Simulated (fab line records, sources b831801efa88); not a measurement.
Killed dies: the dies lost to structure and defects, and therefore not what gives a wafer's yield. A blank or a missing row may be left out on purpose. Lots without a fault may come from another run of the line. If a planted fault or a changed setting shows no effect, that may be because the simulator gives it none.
The same fault as seen by 2 desks || flow gf180mcu || what lay behind the numbers comes last; until then each desk has only its own

TOOL OWNER'S DESK, pecvd-04
The tool's own readings at GF_SAB_CVD_00 (deposits SiO2 from TEOS, target thk 50 nm, time 4.9302 s): means of the sampled wafers that have a number, for each lot that ran on this tool. If a lot's mean is further than 4 standard deviations from the usual mean, the lot is out of limits and carries the mark OUT (the distance appears in the brackets).
Columns: A = heater power w at GF_SAB_CVD_00, usual 642 W
{"lot": "L857", "first seen here": "day 16 16:21", "A": 692}
{"lot": "L858", "first seen here": "day 16 18:56", "A": 577}
{"lot": "L861", "first seen here": "day 18 01:31", "A": 553}
{"lot": "L862", "first seen here": "day 18 02:51", "A": 685}
{"lot": "L863", "first seen here": "day 18 08:47", "A": 619}
{"lot": "L867", "first seen here": "day 19 21:56", "A": 622}
{"lot": "L868", "first seen here": "day 20 06:43", "A": 654}
Result from this desk: across the 7 lots, nothing is out of limits.

AT THE METROLOGY DESK
What the gauges read, lot by lot, whatever tool the lot ran on: means of the sampled wafers that have a number. If a lot's mean is further than 4 standard deviations from the usual mean, the lot is out of limits and carries the mark OUT (the distance appears in the brackets).
Columns: A = V5_W_THK at GF_V5_THK_MEAS_25, usual 354 nm
{"lot": "L851", "first seen here": "day 26 23:35", "A": 362}
{"lot": "L854", "first seen here": "day 27 23:32", "A": 354}
{"lot": "L853", "first seen here": "day 28 04:05", "A": 365}
{"lot": "L856", "first seen here": "day 28 15:58", "A": 351}
{"lot": "L857", "first seen here": "day 29 12:20", "A": 347}
{"lot": "L858", "first seen here": "day 29 13:47", "A": 354}
{"lot": "L859", "first seen here": "day 29 18:04", "A": 351}
{"lot": "L860", "first seen here": "day 29 22:35", "A": 348}
{"lot": "L861", "first seen here": "day 30 12:45", "A": 343}
{"lot": "L862", "first seen here": "day 30 15:55", "A": 354}
{"lot": "L863", "first seen here": "day 30 23:54", "A": 358}
{"lot": "L867", "first seen here": "day 31 22:50", "A": 348}
{"lot": "L868", "first seen here": "day 32 07:01", "A": 360}
Result from this desk: across the 13 lots, nothing is out of limits.

BROUGHT TOGETHER
Nothing out of limits was seen by the tool owner's desk.
Metrology desk: nothing out of limits seen.

WHAT THE SIMULATOR PUT IN
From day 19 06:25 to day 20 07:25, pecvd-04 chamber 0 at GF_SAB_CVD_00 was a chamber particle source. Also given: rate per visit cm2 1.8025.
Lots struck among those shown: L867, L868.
